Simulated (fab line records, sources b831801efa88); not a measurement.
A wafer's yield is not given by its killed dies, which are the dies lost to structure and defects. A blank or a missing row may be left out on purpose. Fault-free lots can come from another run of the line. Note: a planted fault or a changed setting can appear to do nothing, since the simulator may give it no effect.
fab line records -- flow gf180mcu -- part 2 of 2: steps 35 to 46 of 46
record lots=5, wafers=15, lastDay=34
route steps=602 shown MVPSD@81 VT_IMPLANT@90
lots that met no fault: from a run of the same line without faults
startH: hours from the record's opening day to when the first of the lot's shown wafers began -- waitH: hours from the lot's prior step to this one -- " same as the row above -- L1.1+2: a single row standing in for several wafers -- - either no value or no given start -- * or withheld: withheld -- < > ~ a bound
route shown NAME@n: NAME is a module with steps in the file, n the number in the route of the first one -- usual: mean and standard deviation over wafers with no fault -- same: alike in all rows -- chamber/n: place in a boat -- sites: per-site readings -- _std_site: the values' standard deviation -- _edge_site: the outer-site mean with the inner-site mean subtracted -- radiusMm: for every site, how far away it sits from the centre of the wafer -- mask NAME#n: copy n -- behind: tool/chamber where the wafer was last shaped -- hold: why the lot went on hold/how many hours it stayed there/how the hold came to an end -- device: transistor that didn't switch, given as n, p or np -- end of line: the same wafers' tests at the end of the route -- step lacking rows: just its recipe -- killed: at the first sort, the dies lost to defects and structure; wafer yield is something else -- map: dies across one wafer; x = killed, . = not, _ = none there
set.NAME: the setting the step ran with; set.NAME@STEP: the setting that earlier step ran with -- model.NAME: the simulator's own value behind a step, which no gauge read
lots at some steps of the route; a table a step, a row a wafer
services: when a tool's chamber went out of use (startH, in hours from the record's first day, below 0 if earlier), for how many hours, and the reason
## steps
# step GF_VT_IMPLANT_SOFTBAKE_25
# recipe tempC=90, timeS=60, resist=NOVOLAK
# same timeS=60
lot.wafer,tool,chamber,startH,waitH
L077.1+4+6,lithoTrack-01,0,154.43,0.1
L083.1+2+3,lithoTrack-04,0,195.33,0.1
L084.1+2+3,lithoTrack-04,0,199.93,0.1
L092.3+4+5,lithoTrack-04,0,254.73,0.1
L094.2+4+5,lithoTrack-04,0,265.81,0.1
# step GF_VT_IMPLANT_EXPOSE_26
# recipe maskId=LVPWELL_HV_AREA, targetCdNm=860, na=0.6, sourceShape=conventional, sigmaOuter=0.6, doseMj=140
lot.wafer,tool,chamber,startH,waitH,mask
L077.1+4+6,ilineStepper-02,0,-,-,LVPWELL_HV_AREA#0
L083.1+2+3,ilineStepper-01,0,-,-,LVPWELL_HV_AREA#0
L084.1+2+3,ilineStepper-01,0,-,-,LVPWELL_HV_AREA#0
L092.3+4+5,ilineStepper-02,0,-,-,LVPWELL_HV_AREA#0
L094.2+4+5,ilineStepper-01,0,-,-,LVPWELL_HV_AREA#0
# step GF_VT_IMPLANT_PEB_27
# recipe tempC=withheld, timeS=*, resist=NOVOLAK
# same timeS=*
lot.wafer,tool,chamber,startH,waitH
L077.1+4+6,lithoTrack-04,0,-,-
L083.1+2+3,lithoTrack-01,0,-,-
L084.1+2+3,lithoTrack-04,0,-,-
L092.3+4+5,lithoTrack-04,0,-,-
L094.2+4+5,lithoTrack-04,0,-,-
# step GF_VT_IMPLANT_DEVELOP_28
# recipe developTimeS=60, devTempC=23
lot.wafer,tool,chamber,startH,waitH
L077.1+4+6,lithoTrack-04,0,162.58,0.1
L083.1+2+3,lithoTrack-01,0,204.38,0.1
L084.1+2+3,lithoTrack-04,0,209.13,0.1
L092.3+4+5,lithoTrack-04,0,264.18,0.1
L094.2+4+5,lithoTrack-04,0,275.16,0.1
# step GF_VT_IMPLANT_OVL_MEAS_29
# usual VT_IMPLANT_02_OVL=-0.5/1.3
lot.wafer,tool,chamber,startH,waitH,VT_IMPLANT_02_OVL[nm]
L077.1,overlay-02,-,162.73,0.1,1.3
L077.4,overlay-02,-,162.73,0.1,0.3
L077.6,overlay-02,-,162.73,0.1,0.1
L083.1,overlay-01,-,204.53,0.1,-2.3
L083.2,overlay-01,-,204.53,0.1,-3.1
L083.3,overlay-01,-,204.53,0.1,-3.9
L084.1,overlay-01,-,209.28,0.1,-2.2
L084.2,overlay-01,-,209.28,0.1,-3.6
L084.3,overlay-01,-,209.28,0.1,-2.2
L092.3,overlay-02,-,264.29,0.1,-0.1
L092.4,overlay-02,-,264.29,0.1,1.4
L092.5,overlay-02,-,264.29,0.1,1.0
L094.2,overlay-01,-,275.29,0.1,-0.4
L094.4,overlay-01,-,275.29,0.1,0.8
L094.5,overlay-01,-,275.29,0.1,-1.8
# step GF_VT_IMPLANT_IMPLANT_30
# recipe species=B, energyKev=25, doseCm2=2.534e+12, tiltDeg=7
# usual beamOnS=9.98/0.22
lot.wafer,tool,chamber,startH,waitH,beamOnS
L077.1,implanter-04,0,162.77,0.0,10.10
L077.4,implanter-04,0,162.77,0.0,9.94
L077.6,implanter-04,0,162.77,0.0,9.98
L083.1,implanter-04,0,204.57,0.0,10.27
L083.2,implanter-04,0,204.57,0.0,9.91
L083.3,implanter-04,0,204.57,0.0,10.02
L084.1,implanter-01,0,209.32,0.0,10.01
L084.2,implanter-01,0,209.32,0.0,9.88
L084.3,implanter-01,0,209.32,0.0,9.94
L092.3,implanter-04,0,264.37,0.1,10.20
L092.4,implanter-04,0,264.37,0.1,10.16
L092.5,implanter-04,0,264.37,0.1,9.80
L094.2,implanter-04,0,275.34,0.0,10.00
L094.4,implanter-04,0,275.34,0.0,9.77
L094.5,implanter-04,0,275.34,0.0,10.24
# step GF_VT_IMPLANT_STRIP_31
# recipe chemistry=O2/N2, powerW=1400, pressureMtorr=1500, platenTempC=250, o2FlowSccm=3000, n2FlowSccm=300, overashFraction=0.5
# usual chamberPressureMTorr=1500.0/1.4, drypumpMotorCurrentA=5.7/0.59, heaterPowerW=340/36, oesProductAu=0.717/0.0047, stripTimeToEndpointS=12.63/0.037
lot.wafer,tool,chamber,startH,waitH,chamberPressureMTorr,drypumpMotorCurrentA,heaterPowerW,oesProductAu,rfHoursCounterH,stripTimeToEndpointS
L077.1,plasmaAsher-03,0,162.92,0.1,1499.4,6.4,391,0.715,34,12.63
L077.4,plasmaAsher-03,1,162.92,0.1,1498.8,6.3,331,0.712,-,12.63
L077.6,plasmaAsher-03,1,162.92,0.1,1498.2,6.4,324,0.714,-,12.66
L083.1,plasmaAsher-04,0,204.72,0.1,1499.3,5.4,285,0.715,8,12.64
L083.2,plasmaAsher-04,1,204.72,0.1,1502.3,4.9,323,0.723,8,12.66
L083.3,plasmaAsher-04,0,204.72,0.1,1501.8,5.4,283,0.712,-,12.65
L084.1,plasmaAsher-04,1,209.47,0.1,1501.7,4.9,319,0.713,9,12.67
L084.2,plasmaAsher-04,0,209.47,0.1,1499.1,5.4,290,0.713,9,12.63
L084.3,plasmaAsher-04,1,209.47,0.1,1500.0,4.9,338,0.712,-,12.65
L092.3,plasmaAsher-04,1,264.50,0.1,1499.1,4.9,320,0.715,-,12.56
L092.4,plasmaAsher-04,0,264.50,0.1,1499.1,5.4,287,0.715,-,12.57
L092.5,plasmaAsher-04,1,264.50,0.1,1500.0,4.9,328,0.712,-,12.58
L094.2,plasmaAsher-03,0,275.47,0.1,1498.8,6.4,385,0.722,45,12.62
L094.4,plasmaAsher-03,1,275.47,0.1,1496.9,6.4,330,0.720,-,12.64
L094.5,plasmaAsher-03,1,275.47,0.1,1499.6,6.4,321,0.715,-,12.62
# step GF_VT_IMPLANT_TW_MEAS_32
# usual VT_IMPLANT_3_TW=268.9/1.8
lot.wafer,tool,chamber,startH,waitH,VT_IMPLANT_3_TW
L077.1,filmMetro-02,-,163.02,0.1,268.7
L077.4,filmMetro-02,-,163.02,0.1,269.7
L077.6,filmMetro-02,-,163.02,0.1,270.0
L083.1,filmMetro-03,-,204.82,0.1,270.2
L083.2,filmMetro-03,-,204.82,0.1,270.4
L083.3,filmMetro-03,-,204.82,0.1,270.6
L084.1,filmMetro-03,-,209.57,0.1,270.8
L084.2,filmMetro-03,-,209.57,0.1,270.8
L084.3,filmMetro-03,-,209.57,0.1,270.0
L092.3,filmMetro-03,-,264.59,0.1,270.0
L092.4,filmMetro-03,-,264.59,0.1,269.2
L092.5,filmMetro-03,-,264.59,0.1,269.9
L094.2,filmMetro-02,-,275.58,0.1,269.5
L094.4,filmMetro-02,-,275.58,0.1,267.3
L094.5,filmMetro-02,-,275.58,0.1,268.4
# step GF_VT_IMPLANT_DEHYDRATE_33
# recipe tempC=200, timeS=60
# same timeS=60
lot.wafer,tool,chamber,startH,waitH
L077.1+4+6,lithoTrack-04,0,171.13,8.1
L083.1+2+3,lithoTrack-01,0,213.18,8.4
L084.1+2+3,lithoTrack-01,0,217.63,8.1
L092.3+4+5,lithoTrack-03,0,273.92,9.3
L094.2+4+5,lithoTrack-01,0,284.56,9.0
# step GF_VT_IMPLANT_HMDS_34
# recipe primeTimeS=60, primeTempC=120
lot.wafer,tool,chamber,startH,waitH
L077.1+4+6,lithoTrack-04,0,171.28,0.1
L083.1+2+3,lithoTrack-01,0,213.33,0.1
L084.1+2+3,lithoTrack-01,0,217.78,0.1
L092.3+4+5,lithoTrack-03,0,274.07,0.1
L094.2+4+5,lithoTrack-01,0,284.71,0.1
# step GF_VT_IMPLANT_COAT_35
# recipe resist=NOVOLAK, spinRpm=3000, resistThkNm=1000
lot.wafer,tool,chamber,startH,waitH
L077.1+4+6,lithoTrack-04,0,171.43,0.1
L083.1+2+3,lithoTrack-01,0,213.48,0.1
L084.1+2+3,lithoTrack-01,0,217.93,0.1
L092.3+4+5,lithoTrack-03,0,274.22,0.1
L094.2+4+5,lithoTrack-01,0,284.86,0.1
# step GF_VT_IMPLANT_SOFTBAKE_36
# recipe tempC=90, timeS=60, resist=NOVOLAK
# same timeS=60
lot.wafer,tool,chamber,startH,waitH
L077.1+4+6,lithoTrack-04,0,171.58,0.1
L083.1+2+3,lithoTrack-01,0,213.63,0.1
L084.1+2+3,lithoTrack-01,0,218.08,0.1
L092.3+4+5,lithoTrack-03,0,274.37,0.1
L094.2+4+5,lithoTrack-01,0,285.01,0.1
## services
tool,chamber,startH,hours,kind
implanter-02,-,90.93,1.4,repair
ilineStepper-01,-,91.93,1.7,pm
plasmaAsher-04,-,96.98,24.5,repair
implanter-01,-,99.73,1.2,repair
ilineStepper-01,-,112.73,4.4,pm
plasmaAsher-04,-,121.50,9.0,pm
plasmaAsher-04,0,121.50,9.0,ventCycle
plasmaAsher-04,1,121.50,9.0,ventCycle
plasmaAsher-04,0,130.50,-,clean
plasmaAsher-04,1,130.50,-,clean
implanter-03,-,140.62,2.4,repair
implanter-04,-,143.70,2.2,repair
plasmaAsher-01,-,144.32,3.7,repair
plasmaAsher-01,-,181.84,1.1,repair
implanter-03,-,197.46,5.4,pm
ilineStepper-02,-,197.88,1.7,pm
plasmaAsher-02,-,220.19,0.6,repair
plasmaAsher-01,-,221.29,0.4,repair
implanter-01,-,251.67,2.2,repair
ilineStepper-01,-,256.66,2.1,pm
ilineStepper-01,-,258.74,-,consumableReplace:lamp
implanter-03,-,260.11,16.5,repair
implanter-03,-,264.53,3.4,repair
implanter-01,-,266.80,10.2,pm
